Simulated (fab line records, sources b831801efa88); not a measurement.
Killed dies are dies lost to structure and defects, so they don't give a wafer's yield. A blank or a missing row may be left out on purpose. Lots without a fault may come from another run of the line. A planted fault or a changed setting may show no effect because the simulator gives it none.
fab line records | flow sky130
record lots=24 wafers=72 last_day=50
route steps=708 shown DNWELL@44 VT_ADJUST_HVTR@138 CAPM@549 VIA3@586 CAP2M@617 METAL5@664
lots that met no fault: from a run of the same line without faults
start_h: hours from the record's first day to the start of the lot's first wafer shown | wait_h: hours since the lot's step before | " the same as in the row above | L1.1+2: a row that stands for several wafers | - no value, or no start given | * or withheld: withheld | < > ~ a bound
route shown NAME@n: a module of which the file shows steps, and the number in the route of the first | usual: mean/standard deviation of fault-free wafers | same: alike in all rows | chamber/n: place in a boat | sites: the reading at each site | _std_site: their standard deviation | _edge_site: outer sites' mean less inner sites' | radius_mm: how far each site lies from the wafer's centre | mask NAME#n: copy n | behind: the tool/chamber that last shaped the wafer | hold: why the lot was held/for how many hours/how that ended | device: the transistor (n, p or np) that didn't switch | end of line: the same wafers' tests at the end of the route | a step without rows: its recipe alone | killed: dies lost to structure and defects at the first sort, not the wafer's yield | map: a wafer's dies, x killed, . not, _ none there
set.NAME: the setting as run; set.NAME@STEP: as run at that earlier step | model.NAME: the simulator's own value behind a step, which no gauge read
steps of the route over a sample of lots; a table a step, a row a wafer
services: from which hour (start_h, from the record's first day; less than 0 if before it) a tool's chamber was out of use, for how many hours, and why
## steps
# step SKY_DNWELL_TW_MEAS_09
# usual DNWELL_TW=1116/9.8
# columns lot.wafer tool chamber start_h wait_h DNWELL_TW
L074.2 film_metro-01 - 51.42 0.1 1125
L074.4 " - " " 1123
L074.5 " - " " 1133
L075.1 film_metro-01 - 59.95 0.1 1117
L075.4 " - " " 1117
L075.6 " - " " 1121
L076.3 film_metro-03 - 64.18 0.1 1132
L076.4 " - " " 1129
L076.5 " - " " 1127
L077.1 film_metro-02 - 68.61 0.1 1102
L077.4 " - " " 1099
L077.5 " - " " 1103
L078.4 film_metro-01 - 74.53 0.1 1103
L078.5 " - " " 1098
L078.6 " - " " 1100
L079.2 film_metro-03 - 84.61 0.1 1123
L079.4 " - " " 1133
L079.6 " - " " 1125
L080.1 film_metro-03 - 87.15 0.1 1123
L080.5 " - " " 1123
L080.6 " - " " 1129
L081.1 film_metro-02 - 90.75 0.1 1100
L081.2 " - " " 1102
L081.5 " - " " 1099
L082.1 film_metro-03 - 94.50 0.1 1123
L082.3 " - " " 1130
L082.5 " - " " 1123
L083.4 film_metro-02 - 101.38 0.1 1112
L083.5 " - " " 1105
L083.6 " - " " 1100
L084.1 film_metro-01 - 106.26 0.1 1126
L084.3 " - " " 1124
L084.4 " - " " 1123
L085.2 film_metro-03 - 110.16 0.1 1115
L085.3 " - " " 1118
L085.6 " - " " 1124
L086.1 film_metro-01 - 115.76 0.1 1120
L086.4 " - " " 1118
L086.6 " - " " 1116
L087.1 film_metro-03 - 123.16 0.1 1116
L087.2 " - " " 1120
L087.4 " - " " 1126
L088.2 film_metro-02 - 126.91 0.1 1110
L088.4 " - " " 1106
L088.5 " - " " 1112
L089.3 film_metro-01 - 132.93 0.1 1122
L089.5 " - " " 1115
L089.6 " - " " 1123
L090.1 film_metro-01 - 137.90 0.1 1119
L090.4 " - " " 1115
L090.5 " - " " 1117
L091.2 film_metro-02 - 143.37 0.1 1111
L091.3 " - " " 1107
L091.6 " - " " 1110
L092.1 film_metro-01 - 148.36 0.1 1106
L092.2 " - " " 1110
L092.3 " - " " 1111
L093.1 film_metro-03 - 153.26 0.1 1131
L093.3 " - " " 1132
L093.5 " - " " 1129
L094.1 film_metro-01 - 157.75 0.1 1103
L094.4 " - " " 1106
L094.6 " - " " 1104
L095.2 film_metro-01 - 165.12 0.1 1108
L095.3 " - " " 1113
L095.6 " - " " 1110
L096.1 film_metro-01 - 170.61 0.1 1107
L096.2 " - " " 1104
L096.3 " - " " 1102
L097.4 film_metro-03 - 175.68 0.1 1116
L097.5 " - " " 1113
L097.6 " - " " 1114
# step SKY_VT_ADJUST_HVTR_CD_MEAS_07
# recipe target_cd_nm=380
# usual cd_nm=379.9/2.5
# columns lot.wafer tool chamber start_h wait_h cd_nm
L074.2 cd_sem-02 - 202.72 0.1 378.9
L074.4 " - " " 380.3
L074.5 " - " " 378.1
L075.1 cd_sem-01 - 214.05 0.1 380.1
L075.4 " - " " 381.9
L075.6 " - " " 382.4
L076.3 cd_sem-01 - 218.87 0.2 376.8
L076.4 " - " " 380.1
L076.5 " - " " 379.1
L077.1 cd_sem-01 - 225.20 0.1 379.0
L077.4 " - " " 379.7
L077.5 " - " " 380.7
L078.4 cd_sem-01 - 234.74 0.1 382.0
L078.5 " - " " 380.9
L078.6 " - " " 379.7
L079.2 cd_sem-02 - 247.82 0.1 382.0
L079.4 " - " " 380.6
L079.6 " - " " 380.0
L080.1 cd_sem-01 - 250.80 0.1 374.6
L080.5 " - " " 376.1
L080.6 " - " " 376.5
L081.1 cd_sem-01 - 254.51 0.1 382.6
L081.2 " - " " 383.7
L081.5 " - " " 382.2
L082.1 cd_sem-01 - 260.26 0.1 381.0
L082.3 " - " " 381.2
L082.5 " - " " 381.5
L083.4 cd_sem-02 - 270.39 0.1 377.8
L083.5 " - " " 380.9
L083.6 " - " " 377.5
L084.1 cd_sem-01 - 276.71 0.1 378.7
L084.3 " - " " 379.9
L084.4 " - " " 380.2
L085.2 cd_sem-01 - 283.65 0.1 383.3
L085.3 " - " " 383.1
L085.6 " - " " 385.2
L086.1 cd_sem-01 - 290.58 0.1 377.7
L086.4 " - " " 376.8
L086.6 " - " " 379.2
L087.1 cd_sem-01 - 298.06 0.1 380.9
L087.2 " - " " 382.9
L087.4 " - " " 380.7
L088.2 cd_sem-01 - 304.27 0.1 375.5
L088.4 " - " " 378.5
L088.5 " - " " 375.5
L089.3 cd_sem-02 - 313.47 0.1 380.3
L089.5 " - " " 382.8
L089.6 " - " " 379.0
L090.1 cd_sem-02 - 318.16 0.1 375.6
L090.4 " - " " 378.3
L090.5 " - " " 379.3
L091.2 cd_sem-02 - 324.98 0.1 383.7
L091.3 " - " " 385.1
L091.6 " - " " 385.0
L092.1 cd_sem-01 - 333.03 0.1 379.1
L092.2 " - " " 379.9
L092.3 " - " " 381.7
L093.1 cd_sem-01 - 340.66 0.1 379.3
L093.3 " - " " 378.6
L093.5 " - " " 380.4
L094.1 cd_sem-01 - 346.03 0.1 381.7
L094.4 " - " " 383.6
L094.6 " - " " 382.0
L095.2 cd_sem-02 - 356.43 0.1 380.5
L095.3 " - " " 379.2
L095.6 " - " " 382.5
L096.1 cd_sem-02 - 361.45 0.1 383.0
L096.2 " - " " 379.2
L096.3 " - " " 378.9
L097.4 cd_sem-01 - 371.56 0.1 376.3
L097.5 " - " " 376.3
L097.6 " - " " 376.5
# step SKY_CAPM_OVL_MEAS_12
# usual CAPM_OVL=-0.7/1.4
# columns lot.wafer tool chamber start_h wait_h CAPM_OVL[nm]
L074.2 overlay-01 - 873.89 0.1 0.5
L074.4 " - " " 1.3
L074.5 " - " " -1.2
L075.1 overlay-01 - 887.61 0.1 0.7
L075.4 " - " " 0.1
L075.6 " - " " 0.9
L076.3 overlay-01 - 893.47 0.1 -2.3
L076.4 " - " " -1.4
L076.5 " - " " -2.4
L077.1 overlay-01 - 904.71 0.1 -0.4
L077.4 " - " " -1.2
L077.5 " - " " 0.3
L078.4 overlay-01 - 918.95 0.1 -1.4
L078.5 " - " " -1.8
L078.6 " - " " 0.2
L079.2 overlay-01 - 927.91 0.1 0.3
L079.4 " - " " -0.5
L079.6 " - " " -0.1
L081.1 overlay-02 - 933.26 0.1 -0.1
L081.2 " - " " -1.0
L081.5 " - " " -0.3
L080.1 overlay-01 - 933.93 0.1 -2.9
L080.5 " - " " -2.7
L080.6 " - " " -2.6
L082.1 overlay-01 - 943.16 0.1 -1.2
L082.3 " - " " -1.7
L082.5 " - " " -0.6
L083.4 overlay-02 - 946.68 0.1 1.7
L083.5 " - " " -0.9
L083.6 " - " " 0.0
L084.1 overlay-01 - 962.41 0.1 -0.6
L084.3 " - " " -1.0
L084.4 " - " " 1.0
L085.2 overlay-02 - 964.26 0.1 -2.9
L085.3 " - " " -3.9
L085.6 " - " " -2.2
L086.1 overlay-01 - 972.01 0.1 -1.6
L086.4 " - " " -0.9
L086.6 " - " " -0.6
L087.1 overlay-02 - 977.51 0.1 1.3
L087.2 " - " " 0.0
L087.4 " - " " 0.6
L088.2 overlay-01 - 983.59 0.1 -1.3
L088.4 " - " " -0.9
L088.5 " - " " -0.6
L089.3 overlay-01 - 989.17 0.1 -1.8
L089.5 " - " " 0.8
L089.6 " - " " -0.8
L090.1 overlay-02 - 991.01 0.1 -0.3
L090.4 " - " " 0.2
L090.5 " - " " 0.8
L091.2 overlay-02 - 998.36 0.1 1.0
L091.3 " - " " -0.5
L091.6 " - " " -0.6
L092.1 overlay-01 - 1010.41 0.1 -2.2
L092.2 " - " " -2.9
L092.3 " - " " -1.6
L093.1 overlay-01 - 1014.16 0.1 0.6
L093.3 " - " " 1.2
L093.5 " - " " 0.8
L094.1 overlay-02 - 1021.46 0.1 -0.9
L094.4 " - " " -0.2
L094.6 " - " " -0.6
L095.2 overlay-02 - 1029.89 0.1 1.2
L095.3 " - " " 0.9
L095.6 " - " " -0.4
L096.1 overlay-01 - 1032.11 0.1 -2.1
L096.2 " - " " -1.1
L096.3 " - " " -2.5
L097.4 overlay-02 - 1037.23 0.1 -1.0
L097.5 " - " " -0.2
L097.6 " - " " -1.0
# step SKY_VIA3_OVL_MEAS_13
# usual VIA3_OVL=3/5.6
# columns lot.wafer tool chamber start_h wait_h VIA3_OVL[nm]
L074.2 overlay-01 - 927.36 0.1 -1
L074.4 " - " " 3
L074.5 " - " " -2
L075.1 overlay-01 - 941.50 0.1 4
L075.4 " - " " 9
L075.6 " - " " 10
L076.3 overlay-02 - 945.84 0.1 8
L076.4 " - " " 3
L076.5 " - " " -1
L077.1 overlay-01 - 957.55 0.1 -1
L077.4 " - " " -7
L077.5 " - " " 2
L078.4 overlay-02 - 971.55 0.1 5
L078.5 " - " " 3
L078.6 " - " " 6
L079.2 overlay-01 - 979.38 0.1 17
L079.4 " - " " 9
L079.6 " - " " 14
L081.1 overlay-02 - 984.37 0.1 -4
L081.2 " - " " 0
L081.5 " - " " 0
L080.1 overlay-02 - 985.20 0.1 12
L080.5 " - " " 8
L080.6 " - " " 7
L082.1 overlay-02 - 994.65 0.1 0
L082.3 " - " " -4
L082.5 " - " " 3
L083.4 overlay-01 - 997.59 0.1 -1
L083.5 " - " " 4
L083.6 " - " " 7
L084.1 overlay-01 - 1013.35 0.1 -4
L084.3 " - " " 0
L084.4 " - " " 1
L085.2 overlay-02 - 1015.26 0.1 -5
L085.3 " - " " -7
L085.6 " - " " -4
L086.1 overlay-02 - 1022.72 0.1 7
L086.4 " - " " 8
L086.6 " - " " 11
L087.1 overlay-02 - 1027.78 0.1 11
L087.2 " - " " 10
L087.4 " - " " 7
L088.2 overlay-02 - 1032.63 0.1 1
L088.4 " - " " 1
L088.5 " - " " -2
L089.3 overlay-02 - 1038.99 0.1 4
L089.5 " - " " 6
L089.6 " - " " 5
L090.1 overlay-01 - 1040.48 0.1 9
L090.4 " - " " 2
L090.5 " - " " -3
L091.2 overlay-02 - 1048.43 0.1 8
L091.3 " - " " 9
L091.6 " - " " 6
L092.1 overlay-01 - 1058.22 0.1 -3
L092.2 " - " " -5
L092.3 " - " " -4
L093.1 overlay-01 - 1062.17 0.1 7
L093.3 " - " " 5
L093.5 " - " " 6
L094.1 overlay-02 - 1068.23 0.1 5
L094.4 " - " " 9
L094.6 " - " " 8
L095.2 overlay-01 - 1075.53 0.1 -1
L095.3 " - " " 5
L095.6 " - " " 0
L096.1 overlay-01 - 1078.00 0.1 -6
L096.2 " - " " -1
L096.3 " - " " -7
L097.4 overlay-02 - 1082.77 0.1 5
L097.5 " - " " 2
L097.6 " - " " 0
# step SKY_CAP2M_STRIP_14
# recipe chemistry=O2/N2 power_w=1400 pressure_mtorr=1500 platen_temp_c=withheld o2_flow_sccm=3000 n2_flow_sccm=300 overash_fraction=0.5
# usual chamber_pressure_mTorr=1499.9/1.4 drypump_motor_current_A=5.7/0.4 oes_product_au=0.710/0.0046 strip_time_to_endpoint_s=12.65/0.045
# same overash_fraction=0.5
# columns lot.wafer tool chamber start_h wait_h chamber_pressure_mTorr drypump_motor_current_A oes_product_au rf_hours_counter_h strip_time_to_endpoint_s
L074.2 plasma_asher-03 0 954.27 0.1 1499.8 5.1 0.711 20 12.65
L074.4 " 0 " " 1500.3 5.2 0.709 - 12.70
L074.5 " 0 " " 1500.0 5.1 0.711 - 12.66
L075.1 plasma_asher-01 0 967.72 0.1 1501.9 6.4 0.709 114 12.60
L075.4 " 1 " " 1498.2 5.6 0.709 - 12.61
L075.6 " 0 " " 1501.5 6.3 0.715 - 12.63
L076.3 plasma_asher-03 1 972.36 0.1 1502.6 6.0 0.718 - 12.60
L076.4 " 0 " " 1498.0 5.2 0.708 - 12.62
L076.5 " 0 " " 1500.0 5.1 0.714 - 12.62
L077.1 plasma_asher-01 1 984.02 0.1 1499.9 5.5 0.711 116 12.63
L077.4 " 1 " " 1500.0 5.6 0.704 - 12.60
L077.5 " 0 " " 1497.9 6.3 0.713 - 12.64
L078.4 plasma_asher-03 0 997.60 0.1 1500.1 5.1 0.722 - 12.60
L078.5 " 0 " " 1497.6 5.2 0.714 - 12.59
L078.6 " 1 " " 1499.0 6.0 0.708 - 12.59
L079.2 plasma_asher-04 0 1005.32 0.1 1501.1 5.6 0.711 57 12.67
L079.4 " 1 " " 1500.9 5.9 0.708 - 12.62
L079.6 " 1 " " 1498.9 5.9 0.714 - 12.64
L081.1 plasma_asher-03 1 1009.82 0.1 1499.7 6.0 0.709 25 12.69
L081.2 " 0 " " 1499.6 5.1 0.714 25 12.70
L081.5 " 0 " " 1500.4 5.1 0.718 - 12.68
L080.1 plasma_asher-01 1 1010.22 0.1 1500.7 5.6 0.709 119 12.63
L080.5 " 0 " " 1500.1 6.4 0.708 - 12.58
L080.6 " 1 " " 1497.4 5.6 0.705 - 12.61
L082.1 plasma_asher-01 0 1019.67 0.1 1499.8 6.3 0.714 120 12.66
L082.3 " 0 " " 1501.0 6.3 0.710 - 12.59
L082.5 " 1 " " 1501.4 5.5 0.711 - 12.62
L083.4 plasma_asher-01 1 1023.66 0.1 1500.3 5.5 0.708 - 12.70
L083.5 " 1 " " 1501.7 5.6 0.703 - 12.63
L083.6 " 0 " " 1499.6 6.4 0.717 - 12.68
L084.1 plasma_asher-04 1 1039.02 0.1 1496.8 6.0 0.714 61 12.66
L084.3 " 1 " " 1498.8 5.9 0.708 - 12.67
L084.4 " 0 " " 1499.1 5.6 0.718 - 12.68
L085.2 plasma_asher-01 0 1040.02 0.1 1500.9 6.4 0.712 122 12.66
L085.3 " 1 " " 1498.6 5.5 0.705 - 12.69
L085.6 " 0 " " 1500.3 6.4 0.707 - 12.69
L086.1 plasma_asher-04 1 1047.92 0.1 1499.9 5.9 0.714 61 12.64
L086.4 " 1 " " 1499.3 5.9 0.708 - 12.62
L086.6 " 1 " " 1501.3 5.9 0.711 - 12.70
L087.1 plasma_asher-03 1 1052.22 0.1 1499.1 6.0 0.708 29 12.59
L087.2 " 0 " " 1498.6 5.2 0.718 29 12.67
L087.4 " 1 " " 1502.4 6.0 0.705 - 12.66
L088.2 plasma_asher-03 1 1056.07 0.1 1500.0 6.0 0.711 30 12.69
L088.4 " 0 " " 1498.9 5.1 0.714 - 12.64
L088.5 " 0 " " 1498.8 5.1 0.702 - 12.64
L089.3 plasma_asher-04 0 1063.65 0.1 1500.8 5.6 0.716 - 12.54
L089.5 " 0 " " 1498.1 5.6 0.713 - 12.58
L089.6 " 1 " " 1501.2 5.9 0.706 - 12.57
L090.1 plasma_asher-03 0 1063.92 0.1 1500.5 5.1 0.707 31 12.60
L090.4 " 1 " " 1496.2 6.0 0.716 - 12.62
L090.5 " 0 " " 1500.0 5.1 0.706 - 12.63
L091.2 plasma_asher-03 0 1071.82 0.1 1500.8 5.1 0.713 32 12.70
L091.3 " 0 " " 1499.8 5.2 0.708 - 12.63
L091.6 " 1 " " 1497.4 6.0 0.712 - 12.70
L092.1 plasma_asher-01 0 1081.53 0.1 1498.4 6.4 0.715 1 12.64
L092.2 " 1 " " 1499.4 5.5 0.709 1 12.59
L092.3 " 1 " " 1501.4 5.6 0.707 - 12.61
L093.1 plasma_asher-04 1 1084.92 0.1 1502.8 5.9 0.713 66 12.71
L093.3 " 0 " " 1499.9 5.7 0.700 - 12.75
L093.5 " 0 " " 1498.2 5.6 0.703 - 12.68
L094.1 plasma_asher-03 0 1090.72 0.1 1498.3 5.1 0.703 33 12.69
L094.4 " 1 " " 1501.4 6.0 0.709 - 12.66
L094.6 " 1 " " 1500.0 6.0 0.711 - 12.63
L095.2 plasma_asher-04 0 1095.93 0.1 1501.8 5.7 0.710 67 12.67
L095.3 " 1 " " 1500.9 6.0 0.708 - 12.69
L095.6 " 0 " " 1499.2 5.6 0.718 - 12.74
L096.1 plasma_asher-03 0 1098.72 0.1 1500.3 5.1 0.710 34 12.67
L096.2 " 1 " " 1500.6 6.0 0.715 34 12.73
L096.3 " 0 " " 1498.5 5.1 0.714 - 12.70
L097.4 plasma_asher-03 1 1103.85 0.1 1499.2 6.0 0.714 - 12.62
L097.5 " 0 " " 1502.2 5.2 0.714 - 12.61
L097.6 " 1 " " 1498.5 6.0 0.715 - 12.65
# step SKY_METAL5_SPUTTER_03
# recipe material=Ti target_thk_nm=5 power_w=3000 time_s=3.3 chamber_pressure_pa=0.4
# usual throttle_valve_pct=29.6/0.9
# same time_s=3.3
# columns lot.wafer tool chamber start_h wait_h throttle_valve_pct
L074.2 pvd_sputter-01 - 1006.21 0.0 30.2
L074.4 " - " " 30.2
L074.5 " - " " 29.2
L075.1 pvd_sputter-01 - 1019.23 0.0 27.8
L075.4 " - " " 29.2
L075.6 " - " " 28.2
L076.3 pvd_sputter-02 - 1024.13 0.0 30.3
L076.4 " - " " 28.6
L076.5 " - " " 28.8
L077.1 pvd_sputter-04 - 1034.98 0.0 29.7
L077.4 " - " " 31.8
L077.5 " - " " 31.7
L078.4 pvd_sputter-01 - 1047.75 0.0 28.1
L078.5 " - " " 28.4
L078.6 " - " " 30.3
L079.2 pvd_sputter-02 - 1055.30 0.0 30.1
L079.4 " - " " 29.0
L079.6 " - " " 30.2
L081.1 pvd_sputter-01 - 1058.85 0.0 28.0
L081.2 " - " " 30.5
L081.5 " - " " 28.2
L080.1 pvd_sputter-02 - 1060.02 0.0 29.1
L080.5 " - " " 28.5
L080.6 " - " " 30.1
L082.1 pvd_sputter-04 - 1068.30 0.0 29.5
L082.3 " - " " 31.7
L082.5 " - " " 29.5
L083.4 pvd_sputter-04 - 1071.85 0.0 30.0
L083.5 " - " " 29.6
L083.6 " - " " 29.6
L084.1 pvd_sputter-04 - 1089.23 0.0 31.9
L084.3 " - " " 29.9
L084.4 " - " " 29.8
L085.2 pvd_sputter-02 - 1089.83 0.0 30.5
L085.3 " - " " 28.9
L085.6 " - " " 28.8
L086.1 pvd_sputter-04 - 1096.43 0.0 29.6
L086.4 " - " " 29.6
L086.6 " - " " 29.8
L087.1 pvd_sputter-04 - 1100.03 0.0 29.7
L087.2 " - " " 29.9
L087.4 " - " " 31.6
L088.2 pvd_sputter-04 - 1101.53 0.0 31.6
L088.4 " - " " 29.6
L088.5 " - " " 31.5
L089.3 pvd_sputter-01 - 1108.20 0.0 30.4
L089.5 " - " " 30.4
L089.6 " - " " 30.2
L090.1 pvd_sputter-02 - 1109.70 0.0 28.7
L090.4 " - " " 29.8
L090.5 " - " " 28.7
L091.2 pvd_sputter-01 - 1117.52 0.0 28.3
L091.3 " - " " 30.2
L091.6 " - " " 30.4
L092.1 pvd_sputter-02 - 1124.55 0.0 28.9
L092.2 " - " " 28.5
L092.3 " - " " 30.4
L093.1 pvd_sputter-02 - 1127.02 0.0 30.1
L093.3 " - " " 29.1
L093.5 " - " " 30.2
L094.1 pvd_sputter-01 - 1132.35 0.0 30.4
L094.4 " - " " 28.1
L094.6 " - " " 29.2
L095.2 pvd_sputter-04 - 1138.25 0.0 29.8
L095.3 " - " " 29.7
L095.6 " - " " 29.8
L096.1 pvd_sputter-02 - 1142.05 0.0 29.8
L096.2 " - " " 30.2
L096.3 " - " " 28.6
L097.4 pvd_sputter-02 - 1145.85 0.0 29.7
L097.5 " - " " 30.1
L097.6 " - " " 28.6
## services
# columns tool chamber start_h hours kind
plasma_asher-03 - 933.84 14.6 pm
plasma_asher-04 - 951.30 2.8 pm
pvd_sputter-01 - 973.72 3.7 repair
plasma_asher-04 - 981.75 1.3 repair
plasma_asher-03 - 985.53 1.4 repair
pvd_sputter-02 2 987.37 - consumable_replace:kit
pvd_sputter-02 2 987.37 18.0 scheduled_down
pvd_sputter-02 2 987.37 18.0 vent_cycle
pvd_sputter-01 0 988.43 - consumable_replace:kit
pvd_sputter-01 0 988.43 18.0 scheduled_down
pvd_sputter-04 - 1029.03 4.7 repair
pvd_sputter-01 - 1043.98 1.0 repair
plasma_asher-01 - 1048.28 14.6 pm
plasma_asher-01 - 1062.88 9.0 pm
plasma_asher-01 - 1068.35 0.5 repair
plasma_asher-03 - 1081.44 9.2 repair
plasma_asher-01 - 1105.20 18.5 repair
pvd_sputter-04 2 1107.47 - consumable_replace:kit
pvd_sputter-04 2 1107.47 18.0 scheduled_down
pvd_sputter-04 2 1107.47 18.0 vent_cycle
pvd_sputter-02 1 1114.19 - consumable_replace:kit
pvd_sputter-02 1 1114.19 18.0 scheduled_down
pvd_sputter-02 1 1114.19 18.0 vent_cycle
plasma_asher-01 - 1114.99 0.9 repair
## key
fault none
